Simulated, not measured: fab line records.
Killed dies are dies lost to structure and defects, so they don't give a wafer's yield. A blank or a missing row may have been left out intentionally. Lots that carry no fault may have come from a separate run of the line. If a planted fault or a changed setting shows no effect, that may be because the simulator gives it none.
Split-lot trial | flow sfq-line | on a route of 325 steps: 5 lots, 23 wafers read

THE SPLIT
At SFQ_TRILAYER_I4_VIA_LITHO_COAT_108 (resist thk 62 nm), the setting resist-thk-nm was moved away from the recipe's 62 nm on 4 of the 23 wafers read, by -5.0% to +4.2%. The other wafers ran this setting at the recipe's value.

The reading comes from the split's own step.

THE READING
BARC_of_TRILAYER_I4_VIA_LITHO_COAT_108.thk-nm (the simulator's own value, which no gauge read), in nm, at SFQ_TRILAYER_I4_VIA_LITHO_COAT_108 (resist thk 62 nm). There is no usual value for it anywhere in the file. Across the 19 wafers here that went through the recipe, the average is 61.79 nm and the standard deviation 0.24 nm.

wafer  | tool, chamber at the split | resist-thk-nm as run, nm | against the recipe | BARC_of_TRILAYER_I4_VIA_LITHO_COAT_108.thk-nm, nm | against lot-mates on the recipe
L074.1 | litho-track-04, 0          | 62                       | recipe             | 61.61                                             | -
L074.2 | litho-track-04, 0          | 62                       | recipe             | 61.52                                             | -
L074.3 | litho-track-04, 0          | 62                       | recipe             | 61.64                                             | -
L074.5 | litho-track-04, 0          | 62                       | recipe             | 61.65                                             | -
L074.6 | litho-track-04, 0          | 62                       | recipe             | 61.5                                              | -
L078.1 | litho-track-01, 0          | 62                       | recipe             | 61.88                                             | -
L078.3 | litho-track-01, 0          | 58.92                    | -5.0%              | 58.96                                             | -3.01
L078.4 | litho-track-01, 0          | 62                       | recipe             | 62.14                                             | -
L078.5 | litho-track-01, 0          | 58.92                    | -5.0%              | 58.94                                             | -3.03
L078.6 | litho-track-01, 0          | 62                       | recipe             | 61.9                                              | -
L079.1 | litho-track-02, 0          | 62                       | recipe             | 62.24                                             | -
L079.2 | litho-track-02, 0          | 62                       | recipe             | 62.24                                             | -
L079.4 | litho-track-02, 0          | 62                       | recipe             | 62.22                                             | -
L082.1 | litho-track-01, 0          | 64.62                    | +4.2%              | 64.14                                             | +2.55
L082.2 | litho-track-01, 0          | 62                       | recipe             | 61.52                                             | -
L082.3 | litho-track-01, 0          | 62                       | recipe             | 61.6                                              | -
L082.5 | litho-track-01, 0          | 62                       | recipe             | 61.65                                             | -
L082.6 | litho-track-01, 0          | 64.62                    | +4.2%              | 64.1                                              | +2.51
L083.1 | litho-track-04, 0          | 62                       | recipe             | 61.76                                             | -
L083.6 | litho-track-04, 0          | 62                       | recipe             | 61.76                                             | -
L083.2 | litho-track-04, 0          | 62                       | recipe             | 61.69                                             | -
L083.5 | litho-track-04, 0          | 62                       | recipe             | 61.69                                             | -
L083.4 | litho-track-04, 0          | 62                       | recipe             | 61.82                                             | -

FIT RESULTS
A straight line over all 23 wafers: BARC_of_TRILAYER_I4_VIA_LITHO_COAT_108.thk-nm changes by +0.563 nm for each +1% of resist-thk-nm; r = +0.98; the points scatter about the line by 0.23 nm.
The same after taking each lot's own level away (the mean of its wafers on the recipe; 23 wafers): +0.604 nm for each +1%; r = +1.00; scatter 0.064 nm.
That fit puts the effect of the largest move of resist-thk-nm on the reading at 3 nm.
The lots' own levels span 61.584 to 62.233 nm, that is 2.7 times the standard deviation above.
Hence the lot-to-lot level has little effect on the slope; both slopes agree.
Check: for one of the wafers moved furthest among these (-5.0%), held out of the fit, the line's prediction against its lot-mates is -3 nm. It came out at -3.01 nm against them.

ADDITIONAL SPLITS CARRIED BY THESE WAFERS
Before the reading, these wafers also passed through other splits. Each is held against what the fit with the lots' levels taken away leaves over:
other split on the same wafers                          | wafers away from the commonest value | r with BARC_of_TRILAYER_I4_VIA_LITHO_COAT_108.thk-nm (lot level and that fit taken away)
SFQ_TRILAYER_M4_DEP_SPUTTER_091 power-w                 | 7                                    | +0.00
SFQ_TRILAYER_M4_LITHO_COAT_093 spin-rpm                 | 11                                   | +0.09
SFQ_TRILAYER_M4_BARC_OPEN_METAL_ETCH_123 pressure-mtorr | 10                                   | +0.01

THE FILE'S OWN FIT
BARC_of_TRILAYER_I4_VIA_LITHO_COAT_108.thk-nm changes by +0.605 nm for each +1% of resist-thk-nm, r = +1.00.
